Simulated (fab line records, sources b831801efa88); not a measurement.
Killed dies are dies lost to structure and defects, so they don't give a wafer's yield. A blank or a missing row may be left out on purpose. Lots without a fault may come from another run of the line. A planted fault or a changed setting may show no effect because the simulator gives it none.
Which tool did it? | flow gf180mcu | 14 lots, 42 wafers sampled, at 4 steps of a route of 602

WHAT THE GAUGES READ, wafer by wafer
The record holds no reading of a measuring or inspecting step that can be judged against a usual standard deviation.

WHICH TOOL RAN EACH LOT (tool, then ch and the chambers of the sampled wafers, then the start)
lot  | GF_SALICIDE_RTA_08               | GF_V1_CVD_02                    | GF_V1_CVD_23                  | GF_M2_SPUTTER_02
L465 | rtp_anneal-01 ch 0, day 15 02:57 | pecvd-02 ch 0,1, day 17 02:34   | cvd_w-01 ch 0,1, day 18 02:47 | pvd_sputter-02, day 18 03:31
L467 | rtp_anneal-01 ch 0, day 15 21:59 | pecvd-03 ch 0,2, day 17 23:13   | cvd_w-01 ch 0,1, day 18 23:53 | pvd_sputter-02, day 19 00:35
L469 | rtp_anneal-01 ch 0, day 16 15:52 | pecvd-04 ch 0,1, day 18 17:57   | cvd_w-02 ch 0, day 19 19:42   | pvd_sputter-02, day 19 20:26
L470 | rtp_anneal-01 ch 0, day 16 23:01 | pecvd-04 ch 1,2, day 19 01:19   | cvd_w-01 ch 0,1, day 20 03:28 | pvd_sputter-04, day 20 04:10
L471 | rtp_anneal-02 ch 0, day 17 08:43 | pecvd-04 ch 1,2, day 19 11:58   | cvd_w-02 ch 0,1, day 20 13:35 | pvd_sputter-02, day 20 14:18
L472 | rtp_anneal-01 ch 0, day 17 14:26 | pecvd-02 ch 1,2, day 19 17:31   | cvd_w-02 ch 0,1, day 20 18:19 | pvd_sputter-04, day 20 19:08
L476 | rtp_anneal-02 ch 0, day 19 07:37 | pecvd-02 ch 0,1,2, day 21 10:11 | cvd_w-01 ch 0,1, day 22 11:29 | pvd_sputter-03, day 22 12:13
L478 | rtp_anneal-01 ch 0, day 19 22:43 | pecvd-04 ch 0,1,2, day 22 02:22 | cvd_w-01 ch 0,1, day 23 02:54 | pvd_sputter-03, day 23 03:38
L479 | rtp_anneal-01 ch 0, day 20 06:10 | pecvd-03 ch 0,1,2, day 22 09:02 | cvd_w-01 ch 1, day 23 09:41   | pvd_sputter-03, day 23 10:25
L481 | rtp_anneal-02 ch 0, day 21 00:00 | pecvd-03 ch 0,1,2, day 23 02:52 | cvd_w-01 ch 0, day 24 03:10   | pvd_sputter-02, day 24 03:58
L483 | rtp_anneal-01 ch 0, day 21 14:26 | pecvd-02 ch 0,1,2, day 23 16:29 | cvd_w-02 ch 0,1, day 24 15:57 | pvd_sputter-04, day 24 16:40
L484 | rtp_anneal-01 ch 0, day 21 21:56 | pecvd-04 ch 0,1,2, day 23 23:17 | cvd_w-01 ch 0,1, day 24 23:07 | pvd_sputter-04, day 25 00:01
L487 | rtp_anneal-02 ch 0, day 22 21:51 | pecvd-02 ch 0,2, day 24 22:18   | cvd_w-02 ch 0,1, day 25 21:21 | pvd_sputter-03, day 25 22:05
L488 | rtp_anneal-02 ch 0, day 23 02:36 | pecvd-04 ch 0,1,2, day 25 02:48 | cvd_w-01 ch 0,1, day 26 01:59 | pvd_sputter-03, day 26 02:40
- GF_SALICIDE_RTA_08: time 30 s.
- GF_V1_CVD_02: deposits SiO2 from TEOS, target thk 850 nm, time 94.851 s.
- GF_V1_CVD_23: deposits W, target thk 350 nm, time 105.05 s.
- GF_M2_SPUTTER_02: material AlCu, target thk 450 nm, time 23.9 s.

WHAT THE TOOLS THEMSELVES READ (means of the sampled wafers that have a number; where no wafer has one, the mark that the record gives instead)
GF_SALICIDE_RTA_08.
lot  | tool          | chamber_o2_ppm | lamp_power_pct (%) | wafer_temp_C_max
L465 | rtp_anneal-01 | 2.001          | 19.0               | 802.7
L467 | rtp_anneal-01 | 1.984          | 19.0               | 802.8
L469 | rtp_anneal-01 | 2.018          | 19.0               | 802.7
L470 | rtp_anneal-01 | 1.994          | 19.0               | 803.2
L471 | rtp_anneal-02 | 2.008          | 18.4               | 802.4
L472 | rtp_anneal-01 | 1.996          | 19.0               | 803.5
L476 | rtp_anneal-02 | 1.997          | 18.4               | 802.1
L478 | rtp_anneal-01 | 2.022          | 19.0               | 803.7
L479 | rtp_anneal-01 | 1.988          | 19.0               | 802.1
L481 | rtp_anneal-02 | 2.032          | 18.4               | 803.4
L483 | rtp_anneal-01 | 1502.000       | 19.0               | 802.7
L484 | rtp_anneal-01 | 1502.000       | 19.0               | 802.7
L487 | rtp_anneal-02 | 1.988          | 18.4               | 803.2
L488 | rtp_anneal-02 | 1.989          | 18.4               | 802.5

GF_V1_CVD_02.
lot  | tool     | heater_power_w (W)
L465 | pecvd-02 | 623
L467 | pecvd-03 | 710
L469 | pecvd-04 | 632
L470 | pecvd-04 | 588
L471 | pecvd-04 | 562
L472 | pecvd-02 | 648
L476 | pecvd-02 | 644
L478 | pecvd-04 | 615
L479 | pecvd-03 | 670
L481 | pecvd-03 | 649
L483 | pecvd-02 | 634
L484 | pecvd-04 | 671
L487 | pecvd-02 | 672
L488 | pecvd-04 | 639

GF_V1_CVD_23.
lot  | tool     | heater_power_w (W)
L465 | cvd_w-01 | 921
L467 | cvd_w-01 | 974
L469 | cvd_w-02 | 834
L470 | cvd_w-01 | 967
L471 | cvd_w-02 | 763
L472 | cvd_w-02 | 810
L476 | cvd_w-01 | 933
L478 | cvd_w-01 | 925
L479 | cvd_w-01 | 882
L481 | cvd_w-01 | 1045
L483 | cvd_w-02 | 810
L484 | cvd_w-01 | 927
L487 | cvd_w-02 | 779
L488 | cvd_w-01 | 925

GF_M2_SPUTTER_02.
lot  | tool           | throttle_valve_pct (%)
L465 | pvd_sputter-02 | 29.9
L467 | pvd_sputter-02 | 30.2
L469 | pvd_sputter-02 | 30.2
L470 | pvd_sputter-04 | 29.3
L471 | pvd_sputter-02 | 30.3
L472 | pvd_sputter-04 | 30.3
L476 | pvd_sputter-03 | 29.8
L478 | pvd_sputter-03 | 28.8
L479 | pvd_sputter-03 | 29.4
L481 | pvd_sputter-02 | 30.3
L483 | pvd_sputter-04 | 30.4
L484 | pvd_sputter-04 | 30.7
L487 | pvd_sputter-03 | 30.2
L488 | pvd_sputter-03 | 29.1

THE ANSWER, worked out from the rows above alone
Rule: what is usual is taken from the lots themselves. Put in order of their means at a reading, lots are off if they are a third of the lots or fewer, leave a main group of 4 or more, and stand apart from it by a gap of 3 or more times the standard deviation of the main group's means; of several such gaps the widest counts. A main group whose means are all the same, to the digits that the tables above print for the reading, isn't used. A lot without any number at a reading at which 4 lots or more have one is off too. The other lots that the step has rows for count as sound. The gauges are gone through in route order, then the tools' own readings, and for those a lot's mean is taken as printed above. The first step at which some lot is off is used, and at that step the reading that is off furthest; a lot without a number counts as furthest.
Off: L483, L484, at GF_SALICIDE_RTA_08 (chamber_o2_ppm). The main group: mean 2.001, standard deviation 0.015.
A tool fits if, at that step or a process step before it, it ran every lot that is off, and no sound lot after the first of them. One fits: rtp_anneal-01 at GF_SALICIDE_RTA_08. Its last sound lot is L479 (day 20 06:10), its first lot that is off L483 (day 21 14:26): a fault that began between those two fits.
The tool's own readings at GF_SALICIDE_RTA_08 bear it out: on the lots that are off they differ by more than 5 times the standard deviation of the sound lots' means. chamber_o2_ppm reads 1502.000 there against 2.001 on the sound lots.

WHAT THE SIMULATOR HAD PUT IN
Process parameter drift: rtp_anneal-01, from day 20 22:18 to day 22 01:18, at GF_SALICIDE_RTA_08. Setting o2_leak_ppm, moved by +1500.
Lots struck among those shown: L483, L484. The rule above found the same.
